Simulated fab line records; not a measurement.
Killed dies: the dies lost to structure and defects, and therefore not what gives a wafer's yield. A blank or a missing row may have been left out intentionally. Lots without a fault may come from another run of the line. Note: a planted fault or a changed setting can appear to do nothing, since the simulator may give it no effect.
Struck lot and sound lot, side by side    flow sky130    20 steps out of a route of 708
Sound: these wafers, L799.1, L799.3, L799.6. Wafers L802.1, L802.2, L802.4 were the ones struck. Last of all comes the cause.
Order at every step that has rows: each side's tool, ch and its chambers, its first start. Under that, the readings that differ: sound wafers    struck wafers    difference of the means    sigmas: that difference in standard deviations of wafers without a fault.
alike: words and numbers the same on both sides, and readings whose means are apart by under 2 such deviations; not compared: readings that were withheld, readings missing a value for some wafer, numbers with overlapping values and no deviation given by the record, and bounds like >300 which may hide the same value.
The two part at a step that has a row with sigmas, a row that says differs or no value, or rows on one side only. Non-overlapping numbers with no deviation appear without sigmas and do not part them. Lack of a reading on every wafer of one side parts them only where that side has two or more wafers.

first, 1 step without rows for these wafers: SKY_FIELD_ISO_DEVELOP_12 (develop time 60 s).
SKY_FIELD_ISO_CD_MEAS_13: target cd 150 nm.
  struck on cdSem-01, day 4 16:59; sound on cdSem-01, day 3 21:16
reading    sound              struck             difference  sigmas
cdNm (nm)  153.1 153.0 154.0  149.5 150.5 148.9  -3.7        -2
SKY_FIELD_ISO_ETCH_14: etches BARC in N2/H2, stops on SiO2, time 45.9 s, target depth 60 nm.
  sound on rieDiel-02 ch 1,2, day 3 21:23; struck on rieDiel-03 ch 1,2,3, day 4 17:06
  alike: drypumpMotorCurrentA, oesProductAu, throttleValvePct
  not compared: rfHoursCounterH
SKY_FIELD_ISO_ETCH_15: etches the open film in CHF3/O2, stops on Si, target depth 180 nm, time 72 s.
  sound on rieDiel-02 ch 1,2, day 3 21:25; struck on rieDiel-03 ch 1,2,3, day 4 17:09
  alike: drypumpMotorCurrentA, oesProductAu, throttleValvePct
  not compared: rfHoursCounterH
SKY_FIELD_ISO_STRIP_16: strips in O2/N2.
  sound on plasmaAsher-01 ch 0,1, day 3 21:29; struck on plasmaAsher-02 ch 0,1, day 4 17:12
  alike: drypumpMotorCurrentA, oesProductAu, stripTimeToEndpointS
  not compared: rfHoursCounterH
SKY_FIELD_ISO_ETCH_17: etches Si in HBr/Cl2/O2, target depth 342 nm, time 97.7 s.
  sound on rieSi-01 ch 0, day 3 21:35; struck on rieSi-02 ch 0,1,2, day 4 17:18
  alike: drypumpMotorCurrentA, oesProductAu, throttleValvePct
  not compared: rfHoursCounterH
then, 5 steps without rows for these wafers: SKY_FIELD_ISO_WET_ETCH_18 (etches Si3N4 in H3PO4, target depth 25 nm, time 286 s); SKY_FIELD_ISO_CLEAN_19 (cleans in SC1/SC2, time 150 s); SKY_FIELD_ISO_CLEAN_20 (cleans in dHF, time 20 s); SKY_FIELD_ISO_WET_ETCH_21 (etches SiO2 in dHF, target depth 20 nm, time 400 s); SKY_FIELD_ISO_OXIDATION_22 (stabilise 600 s, purge 300 s, target thk 10 nm).
SKY_FIELD_ISO_THK_MEAS_23:
  struck on filmMetro-01, day 4 18:49; sound on filmMetro-02, day 4 00:40
reading                          sound              struck          difference  sigmas
FIELD_ISO_OXIDATION_01_THK (nm)  10.26 10.30 10.23  9.78 9.86 9.91  -0.41       -2
SKY_FIELD_ISO_CVD_24: deposits SiO2, target thk 595 nm, time 99.2 s.
  sound on hdpcvd-02 ch 0,1,2, day 4 00:43; struck on hdpcvd-02 ch 0,1, day 4 18:53
reading                                    sound              struck             difference  sigmas
model.SiO2_of_FIELD_ISO_CVD_24.thkNm (nm)  602.5 597.4 606.4  378.2 384.1 381.9  -220.7      
SKY_FIELD_ISO_THK_MEAS_25:
  struck on filmMetro-02, day 4 18:57; sound on filmMetro-04, day 4 00:47
reading                    sound        struck       difference  sigmas
FIELD_ISO_CVD_24_THK (nm)  603 597 607  378 384 382  -221        -38
then, 1 step without rows for these wafers: SKY_FIELD_ISO_ANNEAL_26 (time 1800 s).
SKY_FIELD_ISO_CMP_27: polishes, stops on Si3N4, t overpolish 16 s, target thk 457.8 nm.
  sound on cmp-02 ch 2,3, day 4 03:35; struck on cmp-02 ch 1,2,3, day 4 21:08
reading              sound        struck    difference  sigmas
timeToEndpointS (s)  113 107 112  72 75 74  -37         -12
  alike: motorCurrentA, platenRpm
then, 2 steps without rows for these wafers: SKY_FIELD_ISO_WET_ETCH_28 (etches SiO2 in dHF, target depth 23.7 nm, time 47 s); SKY_FIELD_ISO_WET_ETCH_29 (etches Si3N4 in H3PO4, target depth 160 nm, time 1825 s).
SKY_FIELD_ISO_WET_ETCH_30: etches SiO2 in dHF, target depth 25 nm, time 50 s.
  sound on wetBench-01 ch 3, day 4 04:26; struck on wetBench-04 ch 1, day 4 22:29
reading                                    sound              struck             difference  sigmas
model.SiO2_of_FIELD_ISO_CVD_24.thkNm (nm)  405.6 404.2 404.4  325.5 331.2 329.2  -76.1       
-- the record jumps here: 44 days lie between the struck wafers' starts before and after (it left off in module FIELD_ISO and takes up again in module PAD_OPEN, whose first step shown is number 708 of the route) --
SKY_PAD_OPEN_PROBE_99:
  struck on prober-02, day 48 17:57; sound on prober-01, day 48 00:14
reading           sound     struck       difference  sigmas
killedAtFrontEnd  20 14 13  412 421 433  +406        +83
killedDies        86 96 93  492 492 492  +400        +41
killedOnRim       23 22 22  96 96 96     +74         +18
  alike: killed_at_M0_to_M3, killed_at_M4_up, killedAtContacts, killedAtOther, killedOpen, killedShort

## WHERE THEY PART
At SKY_FIELD_ISO_CD_MEAS_13 first; at SKY_PAD_OPEN_PROBE_99 last (within this record only).

WHY: what the simulator had put in
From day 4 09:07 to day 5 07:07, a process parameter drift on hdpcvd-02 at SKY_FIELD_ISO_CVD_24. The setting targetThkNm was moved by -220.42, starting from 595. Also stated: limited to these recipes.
